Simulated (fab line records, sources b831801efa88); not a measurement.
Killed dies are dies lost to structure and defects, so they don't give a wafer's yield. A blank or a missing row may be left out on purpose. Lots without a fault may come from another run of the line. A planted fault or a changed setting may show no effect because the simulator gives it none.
Which tool did it? | flow gf180mcu | 13 lots, 39 wafers sampled, at 3 steps of a route of 602

WHAT THE GAUGES READ, wafer by wafer
GF_M4_RS_MEAS_05: measures by four-point-probe.
lot  | measured     | on            | M4_ALCU_RS (ohm/sq)
L980 | day 23 17:08 | film_metro-02 | 0.0681 0.0681 0.0684
L981 | day 23 20:36 | film_metro-01 | 0.0687 0.0683 0.0684
L982 | day 24 03:03 | film_metro-02 | 0.0698 0.0697 0.0701
L983 | day 24 08:35 | film_metro-01 | 0.0697 0.0688 0.0684
L984 | day 24 15:53 | film_metro-02 | 0.0688 0.0703 0.0684
L987 | day 25 21:16 | film_metro-02 | 0.0696 0.0681 0.0702
L986 | day 25 22:43 | film_metro-02 | 0.0693 0.0686 0.0695
L992 | day 27 09:03 | film_metro-01 | 0.0694 0.0688 0.0679
L994 | day 27 17:52 | film_metro-04 | 0.0703 0.0692 0.0704
L996 | day 28 20:49 | film_metro-01 | 0.0692 0.0696 0.0704
L997 | day 29 00:25 | film_metro-04 | 0.0686 0.0680 0.0687
L998 | day 29 05:22 | film_metro-04 | 0.0683 0.0683 0.0684
L100 | day 29 12:18 | film_metro-02 | 0.0708 0.0707 0.0702

WHICH TOOL RAN EACH LOT (tool, then ch and the chambers of the sampled wafers, then the start)
lot  | GF_M4_SPUTTER_02             | GF_M4_SPUTTER_03
L980 | pvd_sputter-03, day 23 17:02 | pvd_sputter-03, day 23 17:04
L981 | pvd_sputter-02, day 23 20:29 | pvd_sputter-02, day 23 20:31
L982 | pvd_sputter-02, day 24 02:58 | pvd_sputter-02, day 24 02:59
L983 | pvd_sputter-03, day 24 08:29 | pvd_sputter-03, day 24 08:31
L984 | pvd_sputter-03, day 24 15:48 | pvd_sputter-03, day 24 15:50
L987 | pvd_sputter-03, day 25 21:10 | pvd_sputter-03, day 25 21:12
L986 | pvd_sputter-02, day 25 22:37 | pvd_sputter-02, day 25 22:38
L992 | pvd_sputter-03, day 27 08:58 | pvd_sputter-03, day 27 08:59
L994 | pvd_sputter-02, day 27 17:46 | pvd_sputter-02, day 27 17:48
L996 | pvd_sputter-02, day 28 20:42 | pvd_sputter-02, day 28 20:44
L997 | pvd_sputter-01, day 29 00:17 | pvd_sputter-01, day 29 00:19
L998 | pvd_sputter-02, day 29 05:14 | pvd_sputter-02, day 29 05:16
L100 | pvd_sputter-01, day 29 12:13 | pvd_sputter-01, day 29 12:14
- GF_M4_SPUTTER_02: material AlCu, target thk 450 nm, time 23.9 s.
- GF_M4_SPUTTER_03: material Ti, target thk 10 nm, time 6.7 s.

WHAT THE TOOLS THEMSELVES READ (means of the sampled wafers that have a number; where no wafer has one, the mark that the record gives instead)
GF_M4_SPUTTER_02.
lot  | tool           | chamber_pressure_pa (Pa) | throttle_valve_pct (%)
L980 | pvd_sputter-03 | 0.3998                   | 29.5
L981 | pvd_sputter-02 | 0.4005                   | 30.6
L982 | pvd_sputter-02 | 0.4007                   | 29.7
L983 | pvd_sputter-03 | 0.3997                   | 30.2
L984 | pvd_sputter-03 | 0.4006                   | 30.1
L987 | pvd_sputter-03 | 0.3996                   | 29.2
L986 | pvd_sputter-02 | 0.3993                   | 30.1
L992 | pvd_sputter-03 | 0.4002                   | 29.9
L994 | pvd_sputter-02 | 0.3998                   | 30.1
L996 | pvd_sputter-02 | 0.4008                   | 29.7
L997 | pvd_sputter-01 | 0.3999                   | 30.5
L998 | pvd_sputter-02 | 0.3998                   | 30.7
L100 | pvd_sputter-01 | 0.4008                   | 30.3

GF_M4_SPUTTER_03.
lot  | tool           | chamber_pressure_pa (Pa) | throttle_valve_pct (%)
L980 | pvd_sputter-03 | 0.2998                   | 29.6
L981 | pvd_sputter-02 | 0.3002                   | 30.7
L982 | pvd_sputter-02 | 0.2998                   | 29.7
L983 | pvd_sputter-03 | 0.2997                   | 30.3
L984 | pvd_sputter-03 | 0.3000                   | 30.2
L987 | pvd_sputter-03 | 0.2993                   | 29.4
L986 | pvd_sputter-02 | 0.2998                   | 30.1
L992 | pvd_sputter-03 | 0.2996                   | 30.0
L994 | pvd_sputter-02 | 0.2999                   | 30.1
L996 | pvd_sputter-02 | 0.3002                   | 29.8
L997 | pvd_sputter-01 | 0.2993                   | 30.3
L998 | pvd_sputter-02 | 0.2997                   | 30.7
L100 | pvd_sputter-01 | 0.3004                   | 30.2

THE ANSWER, worked out from the rows above alone
Rule: what is usual is taken from the lots themselves. Put in order of their means at a reading, lots are off if they are a third of the lots or fewer, leave a main group of 4 or more, and stand apart from it by a gap of 3 or more times the standard deviation of the main group's means; of several such gaps the widest counts. A main group whose means are all the same, to the digits that the tables above print for the reading, isn't used. A lot without any number at a reading at which 4 lots or more have one is off too. The other lots that the step has rows for count as sound. The gauges are gone through in route order, then the tools' own readings, and for those a lot's mean is taken as printed above. The first step at which some lot is off is used, and at that step the reading that is off furthest; a lot without a number counts as furthest.
No lot is off at any reading shown: from this, nothing can be told.

WHAT THE SIMULATOR HAD PUT IN
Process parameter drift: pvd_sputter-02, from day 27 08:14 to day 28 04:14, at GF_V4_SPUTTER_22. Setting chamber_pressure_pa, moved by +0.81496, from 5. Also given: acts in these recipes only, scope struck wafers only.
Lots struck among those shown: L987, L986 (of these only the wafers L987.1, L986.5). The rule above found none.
